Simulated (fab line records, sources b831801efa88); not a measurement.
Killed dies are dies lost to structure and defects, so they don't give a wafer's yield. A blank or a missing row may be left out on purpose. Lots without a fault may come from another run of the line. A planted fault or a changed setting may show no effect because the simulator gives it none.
Which tool did it? | flow gf180mcu | 6 lots, 18 wafers sampled, at 2 steps of a route of 602

WHAT THE GAUGES READ, wafer by wafer
GF_VT_IMPLANT_RS_MEAS_47: measures by four-point-probe.
lot  | measured     | on            | NWELL_RS (ohm/sq)
L323 | day 8 01:07  | film_metro-01 | 486.7 487.8 487.3
L325 | day 8 15:39  | film_metro-01 | 486.0 485.1 486.2
L328 | day 9 16:11  | film_metro-04 | 486.0 488.7 487.5
L332 | day 10 19:33 | film_metro-04 | 478.2 478.6 478.9 479.9 478.4 477.8
L339 | day 12 16:33 | film_metro-02 | 485.9 485.3 486.1
L343 | day 13 22:05 | film_metro-02 | 486.2 486.5 486.1

WHICH TOOL RAN EACH LOT (tool, then ch and the chambers of the sampled wafers, then the start)
lot  | GF_NWELL_IMPLANT_08
L323 | implanter-03 ch 0, day 3 15:49
L325 | implanter-04 ch 0, day 4 03:50
L328 | implanter-04 ch 0, day 4 21:46
L332 | implanter-04 ch 0, day 5 21:08
L339 | implanter-02 ch 0, day 7 10:02
L343 | implanter-02 ch 0, day 8 10:05
- GF_NWELL_IMPLANT_08

THE ANSWER, worked out from the rows above alone
Rule: what is usual is taken from the lots themselves. Put in order of their means at a reading, lots are off if they are a third of the lots or fewer, leave a main group of 4 or more, and stand apart from it by a gap of 3 or more times the standard deviation of the main group's means; of several such gaps the widest counts. A main group whose means are all the same, to the digits that the tables above print for the reading, isn't used. A lot without any number at a reading at which 4 lots or more have one is off too. The other lots that the step has rows for count as sound.
Off: L332, at GF_VT_IMPLANT_RS_MEAS_47 (NWELL_RS). The main group: mean 486.5 ohm/sq, standard deviation 0.71.
A tool fits if, at a process step before that reading, it ran every lot that is off, and no sound lot after the first of them. The gauges at GF_VT_IMPLANT_RS_MEAS_47 are tried like those tools. Can't be told from this: 2 tools fit, implanter-04 at GF_NWELL_IMPLANT_08, film_metro-04 at GF_VT_IMPLANT_RS_MEAS_47.

WHAT THE SIMULATOR HAD PUT IN
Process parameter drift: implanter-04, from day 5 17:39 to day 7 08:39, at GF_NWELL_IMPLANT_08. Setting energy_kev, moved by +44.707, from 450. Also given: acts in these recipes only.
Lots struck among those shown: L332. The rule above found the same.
